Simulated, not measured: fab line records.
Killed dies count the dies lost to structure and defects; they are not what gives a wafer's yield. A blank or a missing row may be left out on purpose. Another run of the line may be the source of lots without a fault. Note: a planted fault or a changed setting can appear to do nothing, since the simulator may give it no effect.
fab line records	flow sky130
[record] lots = 6	wafers = 18	last-day = 50
route steps=708 shown LI_CONTACT@369 PAD_OPEN@708
lots that met no fault: taken from a fault-free run of the same line
start-h: hours from the record's first day to the start of the lot's first wafer shown	wait-h: hours since the lot's step before	" repeats the value in the row above	L1.1+2: several wafers, shown together as one row	- either no value or no given start	* or withheld: withheld	< > ~ a bound
route shown NAME@n: names a module that has steps shown in the file, with the first one's number in the route	usual: average and standard deviation across the fault-free wafers	same: alike in all rows	chamber/n: place in a boat	sites: each site's reading	_std_site: the standard deviation of these	_edge_site: mean of outer sites minus mean of inner sites	radius-mm: how far each site lies from the wafer's centre	mask NAME#n: copy n	behind: the tool/chamber that last shaped the wafer	hold: the reason the lot was held/the length of the hold in hours/how it ended	device: whichever transistor did not switch (one of n, p or np)	end of line: tests of these same wafers at the route's end	where a step has no rows: the recipe by itself	killed: dies lost to structure and defects at the first sort, not the wafer's yield	map: dies across one wafer; x = killed, . = not, _ = none there
set.NAME: the run value of the setting; set.NAME@STEP: its run value at that earlier step	model.NAME: the simulator's own value behind a step, which no gauge read
certain route steps with their lots: each step a table, each wafer a row
services: a tool's chamber out of use, with start hour (start-h, from the record's first day; less than 0 if before it), hours out, and reason
[[steps]]
[step SKY_LI_CONTACT_COAT_07]
[recipe] resist = KrF-thick	spin-rpm = 3000	resist-thk-nm = 450
[step SKY_LI_CONTACT_SOFTBAKE_08]
[recipe] temp-c = 100	time-s = 90	resist = KrF-thick
[step SKY_LI_CONTACT_EXPOSE_09]
[recipe] mask-id = LICM1	na = 0.8	source-shape = annular	sigma-inner = 0.55	sigma-outer = 0.85	target-cd-nm = 170	dose-mj = 38
[step SKY_LI_CONTACT_PEB_10]
[recipe] peb-temp-c = withheld	peb-time-s = withheld	resist = KrF-thick
[step SKY_LI_CONTACT_DEVELOP_11]
[recipe] develop-time-s = 60	resist = KrF-thick	dev-temp-c = 21
[step SKY_LI_CONTACT_CD_MEAS_12]
[recipe] target-cd-nm = 170
[usual] cd-nm = 170.4/1.5
lot.wafer	tool	chamber	start-h	wait-h	cd-nm
L868.1	cd-sem-01	-	708.23	-	168.9
L868.4	"	-	"	"	168.5
L868.5	"	-	"	"	169.2
L870.1	cd-sem-02	-	735.34	-	170.4
L870.2	"	-	"	"	169.1
L870.6	"	-	"	"	170.0
L871.3	cd-sem-01	-	738.58	-	169.7
L871.4	"	-	"	"	172.6
L871.6	"	-	"	"	173.0
L879.1	cd-sem-01	-	796.65	-	169.8
L879.3	"	-	"	"	170.1
L879.4	"	-	"	"	170.8
L884.2	cd-sem-02	-	831.87	-	169.9
L884.3	"	-	"	"	168.9
L884.6	"	-	"	"	168.5
L887.1	cd-sem-02	-	849.00	-	169.4
L887.2	"	-	"	"	171.2
L887.6	"	-	"	"	169.8
[step SKY_LI_CONTACT_OVL_MEAS_13]
[usual] LI_CONTACT_OVL = -3/5.7
lot.wafer	tool	chamber	start-h	wait-h	LI_CONTACT_OVL[nm]
L868.1	overlay-01	-	708.35	0.1	-1
L868.4	"	-	"	"	3
L868.5	"	-	"	"	-8
L870.1	overlay-02	-	735.46	0.1	2
L870.2	"	-	"	"	-3
L870.6	"	-	"	"	-3
L871.3	overlay-01	-	738.68	0.1	2
L871.4	"	-	"	"	-7
L871.6	"	-	"	"	3
L879.1	overlay-02	-	796.77	0.1	-5
L879.3	"	-	"	"	-3
L879.4	"	-	"	"	3
L884.2	overlay-02	-	831.97	0.1	-9
L884.3	"	-	"	"	-13
L884.6	"	-	"	"	-7
L887.1	overlay-02	-	849.12	0.1	-2
L887.2	"	-	"	"	1
L887.6	"	-	"	"	3
[step SKY_LI_CONTACT_ETCH_14]
[recipe] chemistry = N2/H2	target = BARC	ion-energy-ev = 200	source-w = 500	bias-w = 100	pressure-mtorr = 30	n2-flow-sccm = 100	h2-flow-sccm = 200	stop-on = SiO2	time-s = 45.9	target-depth-a = 600
[usual] chamber-pressure-mTorr = 29.997/0.026	drypump-motor-current-A = 5.6/0.46	oes-product-au = 0.855/0.0045	throttle-valve-pct = 13.226/0.0081
lot.wafer	tool	chamber	start-h	wait-h	chamber-pressure-mTorr	drypump-motor-current-A	oes-product-au	rf-hours-counter-h	throttle-valve-pct
L868.1	rie-diel-02	0	708.39	0.0	30.026	5.9	0.863	13	13.222
L868.4	"	2	"	"	30.003	5.8	0.854	8	13.222
L868.5	"	3	"	"	30.036	5.1	0.846	-	13.220
L870.1	rie-diel-02	1	735.50	0.0	29.995	5.2	0.855	18	13.234
L870.2	"	2	"	"	29.969	5.9	0.852	8	13.233
L870.6	"	2	"	"	30.033	5.8	0.853	-	13.232
L871.3	rie-diel-01	0	738.70	0.0	29.987	5.6	0.855	19	13.229
L871.4	"	1	"	"	29.965	4.8	0.859	3	13.211
L871.6	"	0	"	"	30.000	5.6	0.858	-	13.225
L879.1	rie-diel-01	0	796.80	0.0	29.990	5.6	0.855	21	13.223
L879.3	"	2	"	"	29.989	5.8	0.855	11	13.231
L879.4	"	3	"	"	30.005	5.4	0.858	4	13.229
L884.2	rie-diel-02	1	832.00	0.0	30.016	5.2	0.853	22	13.232
L884.3	"	3	"	"	30.022	5.1	0.854	18	13.241
L884.6	"	3	"	"	29.976	5.1	0.852	-	13.222
L887.1	rie-diel-02	3	849.15	0.0	30.024	5.1	0.861	18	13.224
L887.2	"	1	"	"	29.999	5.2	0.862	22	13.218
L887.6	"	2	"	"	30.027	5.8	0.855	-	13.223
[step SKY_LI_CONTACT_ETCH_15]
[recipe] target = PSG	chemistry = C4F8/O2/Ar	stop-on = Si	taper-deg = 4.15	mask-material = KrF-thick	source-w = 1500	bias-w = 1200	pressure-mtorr = 40	c4f8-flow-sccm = withheld	O2_flow_sccm = 6	Ar_flow_sccm = 300	time-s = withheld	target-depth-a = 6000
[usual] chamber-pressure-mTorr = 40.00/0.034	oes-product-au = 0.836/0.0048
lot.wafer	tool	chamber	start-h	wait-h	chamber-pressure-mTorr	oes-product-au
L868.1	rie-diel-02	0	708.43	0.0	39.98	0.831
L868.4	"	2	"	"	40.01	0.834
L868.5	"	3	"	"	39.94	0.836
L870.1	rie-diel-02	1	735.54	0.0	39.99	0.838
L870.2	"	2	"	"	40.06	0.840
L870.6	"	2	"	"	40.04	0.834
L871.3	rie-diel-01	0	738.74	0.0	40.02	0.840
L871.4	"	1	"	"	40.02	0.837
L871.6	"	0	"	"	39.99	0.838
L879.1	rie-diel-01	0	796.84	0.0	39.90	0.838
L879.3	"	2	"	"	40.02	0.829
L879.4	"	3	"	"	39.99	0.833
L884.2	rie-diel-02	1	832.04	0.0	40.03	0.841
L884.3	"	3	"	"	39.96	0.837
L884.6	"	3	"	"	40.03	0.831
L887.1	rie-diel-02	3	849.19	0.0	39.99	0.840
L887.2	"	1	"	"	39.98	0.840
L887.6	"	2	"	"	39.96	0.832
[step SKY_LI_CONTACT_STRIP_16]
[recipe] chemistry = O2/N2	power-w = 1400	pressure-mtorr = 1500	platen-temp-c = withheld	o2-flow-sccm = 3000	n2-flow-sccm = 300	overash-fraction = 0.5
[usual] chamber-pressure-mTorr = 1500.0/1.4	drypump-motor-current-A = 5.7/0.47	oes-product-au = 0.375/0.0048	strip-time-to-endpoint-s = 3.48/0.033
lot.wafer	tool	chamber	start-h	wait-h	chamber-pressure-mTorr	drypump-motor-current-A	oes-product-au	rf-hours-counter-h	strip-time-to-endpoint-s
L868.1	plasma-asher-01	1	708.51	-	1499.0	5.4	0.375	60	3.45
L868.4	"	1	"	"	1498.9	5.4	0.380	-	3.43
L868.5	"	0	"	"	1499.1	6.0	0.373	-	3.52
L870.1	plasma-asher-01	1	735.63	-	1498.2	5.4	0.380	63	3.49
L870.2	"	0	"	"	1500.4	5.9	0.378	63	3.45
L870.6	"	1	"	"	1499.5	5.4	0.366	-	3.45
L871.3	plasma-asher-01	1	738.86	-	1499.9	5.4	0.385	-	3.47
L871.4	"	0	"	"	1498.7	5.9	0.377	-	3.53
L871.6	"	1	"	"	1500.6	5.4	0.374	-	3.47
L879.1	plasma-asher-01	1	796.93	-	1501.0	5.4	0.378	69	3.45
L879.3	"	1	"	"	1500.7	5.4	0.375	-	3.50
L879.4	"	0	"	"	1498.7	5.9	0.374	-	3.51
L884.2	plasma-asher-04	0	832.13	-	1501.0	4.8	0.372	9	3.46
L884.3	"	0	"	"	1498.1	4.8	0.373	-	3.49
L884.6	"	0	"	"	1500.2	4.8	0.383	-	3.52
L887.1	plasma-asher-03	0	849.28	-	1498.5	6.1	0.379	106	3.54
L887.2	"	1	"	"	1498.0	5.9	0.377	106	3.45
L887.6	"	1	"	"	1502.9	6.0	0.366	-	3.43
[step SKY_LI_CONTACT_CLEAN_17]
[recipe] chemistry = NMP	time-s = 600	temp-c = 60	dry = n2-spin
[step SKY_LI_CONTACT_PRE_CLEAN_18]
[recipe] gas = Ar	time-s = 5.6	bias-v = 358
[step SKY_LI_CONTACT_SPUTTER_19]
[recipe] material = Ti	target-thk-nm = 20	chamber-pressure-pa = 5	power-w = 2500	substrate-temp-c = 200	time-s = 106.37
[usual] chamber-pressure-pa = 5.000/0.011	throttle-valve-pct = 30.0/0.88
lot.wafer	tool	chamber	start-h	wait-h	chamber-pressure-pa	throttle-valve-pct	model.Ti_of_LI_CONTACT_SPUTTER_19.thk-nm
L868.1	pvd-sputter-01	-	708.82	0.0	4.994	31.1	19.99
L868.4	"	-	"	"	4.995	31.0	20.36
L868.5	"	-	"	"	5.003	30.9	19.63
L870.1	pvd-sputter-04	-	735.92	0.0	4.987	29.5	16.5
L870.2	"	-	"	"	4.979	29.8	20.05
L870.6	"	-	"	"	4.999	29.8	16.52
L871.3	pvd-sputter-04	-	739.12	0.0	5.002	29.9	19.91
L871.4	"	-	"	"	4.990	29.7	20.11
L871.6	"	-	"	"	4.992	29.7	16.59
L879.1	pvd-sputter-02	-	797.22	0.0	4.978	29.3	20.08
L879.3	"	-	"	"	5.013	30.0	20.22
L879.4	"	-	"	"	5.003	30.0	19.84
L884.2	pvd-sputter-02	-	832.42	0.0	5.000	29.0	19.75
L884.3	"	-	"	"	4.996	28.9	20.04
L884.6	"	-	"	"	5.011	28.7	20.17
L887.1	pvd-sputter-04	-	849.57	0.0	4.989	29.8	19.3
L887.2	"	-	"	"	4.991	31.9	19.71
L887.6	"	-	"	"	4.995	29.7	19.83
[step SKY_LI_CONTACT_SPUTTER_20]
[recipe] material = TiN	target-thk-nm = 20	chamber-pressure-pa = 5	power-w = 4000	time-s = 80
[usual] chamber-pressure-pa = 5.001/0.0096	throttle-valve-pct = 30.0/0.87
lot.wafer	tool	chamber	start-h	wait-h	chamber-pressure-pa	throttle-valve-pct
L868.1	pvd-sputter-01	-	708.90	0.0	4.995	31.0
L868.4	"	-	"	"	4.999	31.0
L868.5	"	-	"	"	4.994	30.9
L870.1	pvd-sputter-04	-	736.00	0.0	4.993	29.6
L870.2	"	-	"	"	5.016	29.7
L870.6	"	-	"	"	5.003	29.8
L871.3	pvd-sputter-04	-	739.20	0.0	5.002	29.8
L871.4	"	-	"	"	4.995	29.8
L871.6	"	-	"	"	5.007	29.8
L879.1	pvd-sputter-02	-	797.30	0.0	4.997	29.2
L879.3	"	-	"	"	4.999	30.0
L879.4	"	-	"	"	4.997	29.9
L884.2	pvd-sputter-02	-	832.50	0.0	4.983	29.5
L884.3	"	-	"	"	5.007	28.7
L884.6	"	-	"	"	5.009	28.8
L887.1	pvd-sputter-04	-	849.65	0.0	4.995	29.9
L887.2	"	-	"	"	5.018	31.9
L887.6	"	-	"	"	4.999	29.8
[step SKY_PAD_OPEN_PROBE_99]
[usual] killed_at_M0_to_M3 = 42/6.7	killed_at_M4_up = 3.3/2.1	killed-at-contacts = 24/5.1	killed-at-front-end = 15/4.6	killed-at-other = 0.3/0.58	killed-dies = 85/9.9	killed-open = 46/6.9	killed-short = 38/7
[same] gross-dies = 492	killed-at-back-side = 0
lot.wafer	tool	chamber	start-h	wait-h	killed_at_M0_to_M3	killed_at_M4_up	killed-at-contacts	killed-at-front-end	killed-at-other	killed-dies	killed-open	killed-short	model.etest.licon-ndiff.rc-ohm
L868.1	prober-02	-	1097.83	0.1	44	3	18	11	0	76	45	31	182.7
L868.4	prober-02	-	1097.98	0.2	39	2	21	13	0	75	36	39	184.6
L868.5	prober-02	-	1098.03	0.2	47	3	20	11	0	81	44	36	187.4
L870.1	prober-02	-	1120.11	0.1	55	5	24	19	0	103	45	56	186.4
L870.2	prober-02	-	1120.16	0.1	42	4	21	13	3	83	44	36	175.1
L870.6	prober-02	-	1120.36	0.2	47	3	11	18	0	79	33	44	181.2
L871.3	prober-01	-	1125.95	0.2	44	1	29	12	0	86	48	36	176.3
L871.4	prober-01	-	1126.00	0.2	49	2	20	18	0	89	54	34	179.8
L871.6	prober-01	-	1126.10	0.2	37	3	26	16	0	82	48	33	180.7
L879.1	prober-01	-	1164.11	0.1	48	4	18	16	0	86	43	43	182.4
L879.3	prober-01	-	1164.21	0.2	42	1	22	14	0	79	47	31	178.9
L879.4	prober-01	-	1164.26	0.2	49	1	22	15	1	88	61	27	181.7
L884.2	prober-01	-	1192.12	0.1	52	5	16	14	0	87	40	47	176.9
L884.3	prober-01	-	1192.17	0.2	45	5	18	30	0	98	62	34	177.2
L884.6	prober-01	-	1192.32	0.2	41	5	24	9	0	79	46	32	182.7
L887.1	prober-01	-	1200.97	0.1	41	3	20	24	1	89	40	49	186.5
L887.2	prober-01	-	1201.02	0.1	48	2	22	20	0	92	46	44	174.3
L887.6	prober-01	-	1201.22	0.2	35	5	22	14	0	76	36	40	170.2
// killed by level:class
L868.1 VIA1:geometric-particle:open=10 VIA2:geometric-particle:open=7 VIA3:geometric-particle:open=6 CONTACT:geometric-particle:open=6 METAL1:geometric-particle:short=6 LOCAL_INTERCONNECT:geometric-particle:short=5 POLY_GATE:geometric-particle:open=4 METAL2:geometric-particle:short=4
L868.4 VIA2:geometric-particle:open=8 METAL1:geometric-particle:short=7 LI_CONTACT:geometric-particle:open=6 CONTACT:geometric-particle:open=6 VIA2:geometric-particle:short=5 POLY_GATE:geometric-particle:short=4 CONTACT:geometric-particle:short=4 VIA1:geometric-particle:open=4
L868.5 VIA1:geometric-particle:open=12 VIA2:geometric-particle:open=10 CONTACT:geometric-particle:open=8 METAL3:geometric-particle:short=5 FIELD_ISO:geometric-particle:short=4 LI_CONTACT:geometric-particle:open=4 METAL1:geometric-particle:short=4 METAL2:geometric-particle:short=4
L870.1 METAL1:geometric-particle:short=11 METAL2:geometric-particle:short=10 VIA1:geometric-particle:open=10 LI_CONTACT:geometric-particle:open=9 VIA1:geometric-particle:short=8 CONTACT:geometric-particle:open=6 FIELD_ISO:geometric-particle:short=5 POLY_GATE:geometric-particle:short=5
L870.2 VIA1:geometric-particle:open=11 CONTACT:geometric-particle:open=6 VIA2:geometric-particle:open=6 LOCAL_INTERCONNECT:geometric-particle:short=5 VIA1:geometric-particle:short=5 VIA3:geometric-particle:open=5 METAL2:geometric-particle:short=5 LI_CONTACT:geometric-particle:open=4
L870.6 VIA2:geometric-particle:open=10 METAL3:geometric-particle:short=7 VIA1:geometric-particle:open=6 POLY_GATE:geometric-particle:short=5 CONTACT:geometric-particle:open=5 METAL1:geometric-particle:short=5 VIA3:geometric-particle:short=5 FIELD_ISO:geometric-particle:short=4
L871.3 LI_CONTACT:geometric-particle:open=12 VIA1:geometric-particle:open=9 METAL1:geometric-particle:short=8 CONTACT:geometric-particle:open=7 VIA1:geometric-particle:short=6 METAL2:geometric-particle:short=6 VIA2:geometric-particle:open=5 VIA2:geometric-particle:short=4
L871.4 VIA1:geometric-particle:open=18 CONTACT:geometric-particle:open=8 FIELD_ISO:geometric-particle:open=6 FIELD_ISO:geometric-particle:short=6 VIA3:geometric-particle:open=6 LOCAL_INTERCONNECT:geometric-particle:short=4 LI_CONTACT:geometric-particle:open=4 VIA1:geometric-particle:short=4
L871.6 VIA1:geometric-particle:open=12 LI_CONTACT:geometric-particle:open=9 FIELD_ISO:geometric-particle:open=5 POLY_GATE:geometric-particle:open=5 CONTACT:geometric-particle:open=5 VIA1:geometric-particle:short=5 METAL2:geometric-particle:short=5 LOCAL_INTERCONNECT:geometric-particle:short=4
L879.1 VIA1:geometric-particle:open=13 METAL1:geometric-particle:short=11 LI_CONTACT:geometric-particle:open=7 LOCAL_INTERCONNECT:geometric-particle:short=6 VIA3:geometric-particle:open=6 FIELD_ISO:geometric-particle:short=5 POLY_GATE:geometric-particle:short=4 METAL3:geometric-particle:short=4
L879.3 LI_CONTACT:geometric-particle:open=10 METAL2:geometric-particle:short=7 VIA3:geometric-particle:open=6 VIA1:geometric-particle:open=6 CONTACT:geometric-particle:open=6 VIA1:geometric-particle:short=6 POLY_GATE:geometric-particle:open=5 METAL1:geometric-particle:short=5
L879.4 VIA1:geometric-particle:open=25 VIA2:geometric-particle:open=8 LI_CONTACT:geometric-particle:open=6 CONTACT:geometric-particle:open=6 CONTACT:geometric-particle:short=5 VIA1:geometric-particle:short=5 VIA3:geometric-particle:open=5 POLY_GATE:geometric-particle:open=4
L884.2 VIA2:geometric-particle:open=9 VIA3:geometric-particle:open=8 METAL3:geometric-particle:short=7 METAL2:geometric-particle:short=7 VIA1:geometric-particle:open=6 FIELD_ISO:geometric-particle:short=5 CONTACT:geometric-particle:open=5 METAL1:geometric-particle:short=5
L884.3 FIELD_ISO:geometric-particle:open=14 VIA3:geometric-particle:open=10 VIA1:geometric-particle:open=10 VIA2:geometric-particle:open=8 FIELD_ISO:geometric-particle:short=6 CONTACT:geometric-particle:open=6 VIA2:geometric-particle:short=5 POLY_GATE:geometric-particle:open=4
L884.6 VIA1:geometric-particle:open=15 LI_CONTACT:geometric-particle:open=8 CONTACT:geometric-particle:open=7 VIA1:geometric-particle:short=7 VIA2:geometric-particle:open=5 CONTACT:geometric-particle:short=4 METAL4:geometric-particle:short=4 METAL2:geometric-particle:short=4
L887.1 POLY_GATE:geometric-particle:short=10 VIA3:geometric-particle:open=10 VIA1:geometric-particle:open=9 CONTACT:geometric-particle:open=6 LI_CONTACT:geometric-particle:short=5 LOCAL_INTERCONNECT:geometric-particle:short=5 VIA3:geometric-particle:short=5 POLY_GATE:geometric-particle:open=4
L887.2 CONTACT:geometric-particle:open=11 METAL1:geometric-particle:short=9 VIA1:geometric-particle:open=8 VIA3:geometric-particle:open=7 VIA1:geometric-particle:short=6 POLY_GATE:geometric-particle:open=5 POLY_GATE:geometric-particle:short=5 METAL2:geometric-particle:short=5
L887.6 METAL1:geometric-particle:short=7 LOCAL_INTERCONNECT:geometric-particle:short=6 CONTACT:geometric-particle:open=6 METAL2:geometric-particle:short=6 FIELD_ISO:geometric-particle:open=4 POLY_GATE:geometric-particle:short=4 LI_CONTACT:geometric-particle:open=4 VIA1:geometric-particle:open=4
[[services]]
tool	chamber	start-h	hours	kind
rie-diel-01	1	698.49	4.3	repair
plasma-asher-03	-	699.71	3.8	repair
pvd-sputter-01	1	707.86	-	consumable-replace:kit
pvd-sputter-01	1	707.86	18.0	scheduled-down
pvd-sputter-01	1	707.86	18.0	vent-cycle
rie-diel-02	-	713.37	0.6	repair
pvd-sputter-01	-	729.82	0.6	repair
plasma-asher-04	-	733.75	9.0	pm
plasma-asher-04	0	733.75	9.0	vent-cycle
plasma-asher-04	1	733.75	9.0	vent-cycle
plasma-asher-04	0	742.75	-	clean
plasma-asher-04	1	742.75	-	clean
pvd-sputter-02	-	752.66	2.0	repair
plasma-asher-04	-	768.70	2.8	pm
rie-diel-02	2	777.34	40.1	repair
rie-diel-02	3	793.34	2.6	repair
rie-diel-01	1	818.63	5.7	repair
plasma-asher-01	-	823.16	79.1	repair
pvd-sputter-04	3	832.59	-	consumable-replace:kit
pvd-sputter-04	3	832.59	18.0	scheduled-down
pvd-sputter-04	3	832.59	18.0	vent-cycle
rie-diel-01	-	845.05	2.8	pm
pvd-sputter-01	-	848.94	5.2	repair
[[key]]
first-sign none at tools or gauges
[model-effect] step = SKY_LI_CONTACT_SPUTTER_19	value = Ti_of_LI_CONTACT_SPUTTER_19.thk-nm	without = 20	struck = 16.54
[model-effect] step = SKY_PAD_OPEN_PROBE_99	value = etest.licon-ndiff.rc-ohm	without = 175.3	struck = 182.8
met-at SKY_LI_CONTACT_SPUTTER_19
struck-wafers L870.1,L870.6,L871.6
tester-left-out L870,L871
[fault] kind = process-parameter-drift	tool = pvd-sputter-04	chamber = -	onset-h = 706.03	steps = SKY_LI_CONTACT_SPUTTER_19	channel = time-s	offset = *	shape = step	end-h = 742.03	scope = struck-wafers-only	acts-in = *	stated = *
// tester-left-out: of these lots the tester's yield and bins aren't shown, on N5 and GAA mostly nor the transistor test; their killed dies are dies lost to structure and defects alone, not to doping, threshold or leakage, so they don't give the yield
